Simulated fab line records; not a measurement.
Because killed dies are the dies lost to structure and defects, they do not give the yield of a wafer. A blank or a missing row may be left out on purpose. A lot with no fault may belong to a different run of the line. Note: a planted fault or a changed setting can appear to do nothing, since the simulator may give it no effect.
A struck lot beside a sound one / flow sky130 / 15 steps out of a route of 708
Sound: these wafers, L684.1, L684.3, L684.5. Struck: wafer L692.6; the same lot's L692.1 was not struck, so it is left out; see the end for the cause.
For every step that has rows: the tool of each side, followed by ch and its chambers, followed by its first start. Under that, the readings that differ: sound wafers / struck wafers / difference of the means / sigmas: that difference in standard deviations of wafers without a fault.
alike: same words and numbers on both sides, and readings whose means sit less than 2 such deviations apart. not compared: any withheld reading, any reading some wafer has no value for, any bound like >300 that may hide the same value, and any number with overlapping values for which the record gives no deviation.
A row with sigmas, a row that says differs or no value, or rows on one side alone: a step with any of these is where the two part. Numbers that have no deviation but don't overlap get no sigmas and don't part them. A reading that every wafer of one side lacks parts them only if that side has two wafers or more.

first, 3 steps without rows for these wafers: SKY_CONTACT_EXPOSE_11 (exposes mask CTM1, target cd 170 nm); SKY_CONTACT_PEB_12; SKY_CONTACT_DEVELOP_13 (develop time 60 s).
SKY_CONTACT_CD_MEAS_14: target cd 170 nm.
  sound on cd-sem-02, day 34 07:25; struck on cd-sem-02, day 40 05:48
  alike: cd-nm
SKY_CONTACT_OVL_MEAS_15:
  sound on overlay-02, day 34 07:32; struck on overlay-02, day 40 05:55
  alike: CONTACT_OVL
SKY_CONTACT_ETCH_16: etches BARC in N2/H2, stops on SiO2, time 45.9 s, target depth 60 nm.
  sound on rie-diel-01 ch 1,2,3, day 34 07:35; struck on rie-diel-01 ch 0, day 40 05:57
  alike: drypump-motor-current-A, h2-flow-sccm, oes-product-au, throttle-valve-pct
  not compared: rf-hours-counter-h
SKY_CONTACT_ETCH_17: etches SiO2 in C4F8/O2/Ar, stops on Si3N4, target depth 340 nm.
  sound on rie-diel-01 ch 1,2,3, day 34 07:37; struck on rie-diel-01 ch 0, day 40 05:59
reading=oes-product-au (a.u.); sound=0.898 0.899 0.902; struck=0.885; difference=-0.015; sigmas=-3
SKY_CONTACT_ETCH_18: etches Si3N4 in CHF3/O2, stops on TiN, time 39 s, target depth 75 nm.
  sound: rie-diel-01 ch 1,2,3; struck: rie-diel-01 ch 0
  alike: drypump-motor-current-A, oes-product-au, throttle-valve-pct
  not compared: rf-hours-counter-h
SKY_CONTACT_STRIP_19: strips in O2/N2.
  sound on plasma-asher-04 ch 0,1, day 34 07:43; struck on plasma-asher-04 ch 1, day 40 06:05
  alike: drypump-motor-current-A, oes-product-au, strip-time-to-endpoint-s
  not compared: rf-hours-counter-h
then, 3 steps without rows for these wafers: SKY_CONTACT_STRIP_20 (strips in post etch residue remover, time 1200 s); SKY_CONTACT_CLEAN_21 (cleans in IPA, time 180 s); SKY_CONTACT_CLEAN_22 (cleans in O3/DIW).
SKY_CONTACT_SPUTTER_23: material TiN, target thk 20 nm, time 80 s.
  sound on pvd-sputter-03, day 34 08:18; struck on pvd-sputter-01, day 40 06:43
reading=throttle-valve-pct (%); sound=30.6 30.2 30.4; struck=28.1; difference=-2.3; sigmas=-2
reading=model.TiN_of_CONTACT_SPUTTER_23.thk-nm (nm); sound=20.17 20.07 20.33; struck=20.58; difference=+0.39; sigmas=
  alike: cathode-dc-power-W
SKY_CONTACT_CVD_24: deposits W, target thk 340 nm, time 102.12 s.
  sound on cvd-w-02 ch 0, day 34 08:22; struck on cvd-w-01 ch 1, day 40 06:52
  alike: heater-power-outer-w, heater-power-w
-- the record jumps here: 12 days lie between the struck wafers' starts before and after (it left off in module CONTACT and takes up again in module PAD_OPEN, whose first step shown is number 708 of the route) --
SKY_PAD_OPEN_PROBE_99:
  sound on prober-01, day 48 11:54; struck on prober-02, day 52 12:05
reading=killed_at_M4_up; sound=2 2 1; struck=5; difference=+3; sigmas=+2
reading=killed-at-front-end; sound=24 22 17; struck=6; difference=-15; sigmas=-3
  alike: killed_at_M0_to_M3, killed-at-contacts, killed-at-other, killed-dies, killed-open, killed-short

WHERE THEY PART
Earliest at SKY_CONTACT_ETCH_17; latest, in this record, at SKY_PAD_OPEN_PROBE_99.

WHY: the cause the simulator had injected
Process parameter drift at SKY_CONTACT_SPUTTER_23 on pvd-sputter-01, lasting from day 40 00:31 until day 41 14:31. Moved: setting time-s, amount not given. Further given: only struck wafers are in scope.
